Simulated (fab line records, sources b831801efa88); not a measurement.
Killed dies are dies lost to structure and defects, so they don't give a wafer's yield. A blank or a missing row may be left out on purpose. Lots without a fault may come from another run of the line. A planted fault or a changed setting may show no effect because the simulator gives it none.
Which tool did it? | flow sky130 | 24 lots, 72 wafers sampled, at 3 steps of a route of 708

WHAT THE GAUGES READ, wafer by wafer
SKY_LI_CONTACT_CD_MEAS_12: target cd 170 nm. Usual: cd_nm 170.1 nm, standard deviation 1.3.
lot  | measured     | on        | cd_nm (nm)        | flag
L075 | day 29 13:35 | cd_sem-02 | 168.1 168.3 166.9 |
L074 | day 29 16:04 | cd_sem-02 | 171.7 171.2 171.4 |
L077 | day 30 04:14 | cd_sem-02 | 171.2 171.5 171.9 |
L076 | day 30 07:53 | cd_sem-02 | 168.5 167.7 169.8 |
L078 | day 30 14:56 | cd_sem-02 | 170.8 170.9 171.2 |
L079 | day 31 08:26 | cd_sem-01 | 167.4 169.9 169.1 |
L081 | day 31 14:46 | cd_sem-02 | 170.8 169.7 170.4 |
L080 | day 31 17:41 | cd_sem-02 | 169.3 169.6 169.0 |
L082 | day 32 00:30 | cd_sem-01 | 168.4 167.4 166.8 |
L083 | day 32 08:43 | cd_sem-01 | 171.7 171.0 172.0 |
L084 | day 32 14:37 | cd_sem-02 | 168.9 170.9 168.6 |
L085 | day 32 18:24 | cd_sem-02 | 170.1 171.9 170.6 |
L086 | day 33 07:58 | cd_sem-01 | 169.1 169.6 168.8 |
L087 | day 33 16:16 | cd_sem-02 | 170.1 170.9 170.3 |
L088 | day 34 04:37 | cd_sem-02 | 169.4 169.8 170.7 |
L089 | day 34 05:38 | cd_sem-01 | 169.4 168.0 169.9 |
L090 | day 34 11:51 | cd_sem-01 | 171.0 171.2 172.1 |
L091 | day 34 16:18 | cd_sem-01 | 170.4 171.3 171.2 |
L092 | day 34 18:46 | cd_sem-02 | 170.3 170.5 170.5 |
L093 | day 35 04:28 | cd_sem-02 | 169.3 168.3 170.4 |
L094 | day 35 10:23 | cd_sem-01 | 171.9 171.5 170.3 |
L095 | day 35 14:06 | cd_sem-02 | 169.7 170.7 170.7 |
L096 | day 35 19:43 | cd_sem-02 | 171.0 170.7 171.3 |
L097 | day 36 06:22 | cd_sem-01 | 171.8 169.7 170.3 |

SKY_VIA2_THK_MEAS_01. Usual: VIA2_HDPCVD_THK 1185 nm, standard deviation 13.
lot  | measured     | on            | VIA2_HDPCVD_THK (nm) | flag
L075 | day 35 14:12 | film_metro-03 | 1200 1189 1188       |
L074 | day 35 15:40 | film_metro-02 | 1175 1181 1167       |
L077 | day 36 04:23 | film_metro-04 | 1169 1198 1178       |
L076 | day 36 05:13 | film_metro-03 | 1214 1206 1200       |
L078 | day 36 11:48 | film_metro-02 | 1159 1186 1179       |
L079 | day 37 04:36 | film_metro-03 | 1161 1187 1171       |
L081 | day 37 10:14 | film_metro-03 | 1202 1200 1209       |
L080 | day 37 13:32 | film_metro-02 | 1209 1195 1187       |
L082 | day 37 19:21 | film_metro-03 | 1199 1190 1179       |
L083 | day 38 04:00 | film_metro-03 | 1186 1188 1191       |
L084 | day 38 09:57 | film_metro-02 | 1188 1197 1206       |
L085 | day 38 12:50 | film_metro-02 | 1182 1168 1190       |
L086 | day 39 01:16 | film_metro-03 | 1174 1193 1168       |
L087 | day 39 08:55 | film_metro-03 | 1185 1176 1186       |
L088 | day 39 20:26 | film_metro-03 | 1202 1192 1192       |
L089 | day 39 22:02 | film_metro-02 | 1192 1179 1176       |
L090 | day 40 05:30 | film_metro-04 | 1175 1177 1196       |
L091 | day 40 09:53 | film_metro-04 | 1186 1188 1204       |
L092 | day 40 10:49 | film_metro-04 | 1182 1186 1178       |
L093 | day 40 20:50 | film_metro-02 | 1187 1210 1179       |
L094 | day 40 23:25 | film_metro-03 | 1179 1181 1177       |
L095 | day 41 03:57 | film_metro-02 | 1184 1176 1178       |
L096 | day 41 09:55 | film_metro-03 | 1214 1189 1184       |
L097 | day 41 20:50 | film_metro-04 | 1168 1176 1165       |

SKY_VIA3_THK_MEAS_23: measures by xrf. Usual: VIA3_W_THK 403 nm, standard deviation 5.8.
lot  | measured     | on            | VIA3_W_THK (nm) | flag
L075 | day 40 00:10 | film_metro-02 | 405 409 404     |
L074 | day 40 01:07 | film_metro-02 | 403 407 400     |
L077 | day 40 13:08 | film_metro-01 | 405 408 402     |
L076 | day 40 15:02 | film_metro-01 | 404 412 405     |
L078 | day 40 21:17 | film_metro-04 | 402 400 398     |
L079 | day 41 13:39 | film_metro-01 | 406 403 404     |
L081 | day 41 17:38 | film_metro-02 | 413 412 410     |
L080 | day 41 21:54 | film_metro-01 | 400 400 404     |
L082 | day 42 02:17 | film_metro-04 | 402 398 404     |
L083 | day 42 10:34 | film_metro-01 | 399 396 398     |
L084 | day 42 16:59 | film_metro-01 | 400 401 405     |
L085 | day 42 17:39 | film_metro-02 | 413 412 412     |
L086 | day 43 07:37 | film_metro-01 | 394 402 397     |
L087 | day 43 15:46 | film_metro-02 | 410 416 414     |
L088 | day 44 01:19 | film_metro-02 | 399 393 398     |
L089 | day 44 02:49 | film_metro-04 | 407 407 407     |
L090 | day 44 10:50 | film_metro-04 | 398 403 399     |
L091 | day 44 14:46 | film_metro-04 | 410 404 406     |
L092 | day 44 15:46 | film_metro-01 | 405 406 411     |
L093 | day 44 23:49 | film_metro-04 | 393 397 396     |
L094 | day 45 02:03 | film_metro-02 | 399 395 398     |
L095 | day 45 05:50 | film_metro-02 | 404 392 400     |
L096 | day 45 12:24 | film_metro-04 | 406 402 408     |
L097 | day 45 21:31 | film_metro-02 | 401 409 397     |

WHICH TOOL RAN EACH LOT (tool, then ch and the chambers of the sampled wafers, then the start)
The record holds no process step before these readings.

WHAT THE TOOLS THEMSELVES READ (means of the sampled wafers that have a number; where no wafer has one, the mark that the record gives instead)
The record holds no such reading with a usual standard deviation.

THE ANSWER, worked out from the rows above alone
Rule: a lot is off if the mean of its wafers that have a number lies more than 3 standard deviations from the usual mean. A lot without any number at a reading at which 4 lots or more have one is off too. The other lots that the step has rows for count as sound. The gauges are gone through in route order, then the tools' own readings, and for those a lot's mean is taken as printed above. The first step at which some lot is off is used, and at that step the reading that is off furthest; a lot without a number counts as furthest.
No lot is off at any reading shown: from this, nothing can be told.

WHAT THE SIMULATOR HAD PUT IN
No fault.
